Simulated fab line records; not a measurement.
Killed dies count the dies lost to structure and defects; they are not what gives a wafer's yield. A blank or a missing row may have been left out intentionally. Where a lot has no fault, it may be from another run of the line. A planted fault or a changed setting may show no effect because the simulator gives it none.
8D (eight disciplines) problem report, filled in by code ; flow sky130 ; the parts of the form that need people (team, actions taken, sign-off) are left out

## 1. WHAT IS WRONG
killed_at_M0_to_M3 at SKY_PAD_OPEN_PROBE_99 reads a mean of 82 on 6 wafers of 2 lots; wafers without a fault read 43 with a standard deviation of 6.2. Measured from the usual mean, that is +6.3 standard deviations.
First seen on wafer L139.1, day 47 09:38, on prober-02. The record holds 18 wafers of 6 lots with a number at this step. Rule for "out" (also "out of limits"): further than 4 standard deviations from the usual mean. The other wafers with a number count as sound.

## 2. WHAT THIS IS AND IS NOT
question;is;is not
which readings at this step;killed_at_M0_to_M3;killed_at_M4_up, killedAtContacts, killedAtOther, killedOpen, killedShort
which lots;L139, L141;L133, L140, L148, L149
which wafers of those lots;all that have a number;-
read on which tools;prober-02;prober-01
when;from day 47 09:38;"up to then (3 sound wafers); but 9 sound wafers of L140, L148, L149 came after"

## 3. SUSPECTS, AND WHAT RULES EACH OUT
Counting: a tool at a process step up to the reading stays a suspect if it ran every lot that is out and no sound lot after the first of them.
- rieDiel-03 at SKY_VIA2_ETCH_14 (etches BARC in N2/H2, stops on SiO2, time 45.9 s, target depth 60 nm): ruled out as a lasting fault. After its first lot that is out, L139 (day 38 10:02), sound lots L149 ran on it.
- cvdW-02 at SKY_VIA2_CVD_21 (deposits W, target thk 420 nm, time 126.4 s): ruled out as a lasting fault. After its first lot that is out, L139 (day 38 10:52), sound lots L148 ran on it.
- prober-02 at SKY_PAD_OPEN_PROBE_99: ruled out as a lasting fault. After its first lot that is out, L139 (day 47 09:38), sound lots L149 ran on it.
Left after counting: nothing in the record.

## 4. THE CAUSE (what the simulator had put in)
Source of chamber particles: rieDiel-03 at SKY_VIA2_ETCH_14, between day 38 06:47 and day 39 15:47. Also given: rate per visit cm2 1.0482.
Counting ruled it out, wrongly: the rule takes a fault to strike every lot that its tool runs from its start on, and this one did not.

## 5. THE EFFECT CHAIN, in route order
Rows list readings where the struck wafers' mean (over those with a number) sits beyond 3 standard deviations from the usual. Scope: only readings with a usual standard deviation given in the record; hours: median across lots of the time from each lot's start at the first step in this table that gives one to its start at this step; sigmas: change in usual standard deviations.
hours;step;reading;usual;on struck wafers;change;sigmas
0;SKY_PAD_OPEN_PROBE_99;defectLimitedYield;82.8 %;75.7;-7.1;-4.2
0;SKY_PAD_OPEN_PROBE_99;killed_at_M0_to_M3;43;82;+39;+6.3
0;SKY_PAD_OPEN_PROBE_99;killedDies;85;120;+34;+4.1
0;SKY_PAD_OPEN_PROBE_99;sort_bin_3_pad_short;0.9 %;2.3;+1.4;+3.1
0;SKY_PAD_OPEN_PROBE_99;sort_bin_5_function;10.2 %;15.1;+4.9;+3.7
0;SKY_PAD_OPEN_PROBE_99;sortNPass;407;372;-34;-4.1
0;SKY_PAD_OPEN_PROBE_99;sortYieldPct;82.8 %;75.7;-7.1;-4.2
It contains these process steps:
- SKY_PAD_OPEN_PROBE_99

## 6. WHAT WOULD HAVE CAUGHT IT SOONER
219 hours passed between the start of the fault at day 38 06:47 and the first reading out of limits in this record, taken at day 47 09:38.
No tool reading at SKY_VIA2_ETCH_14 that has a usual standard deviation in the record was out on any struck wafer, so an alarm limit of 4 standard deviations on those readings would not have fired.
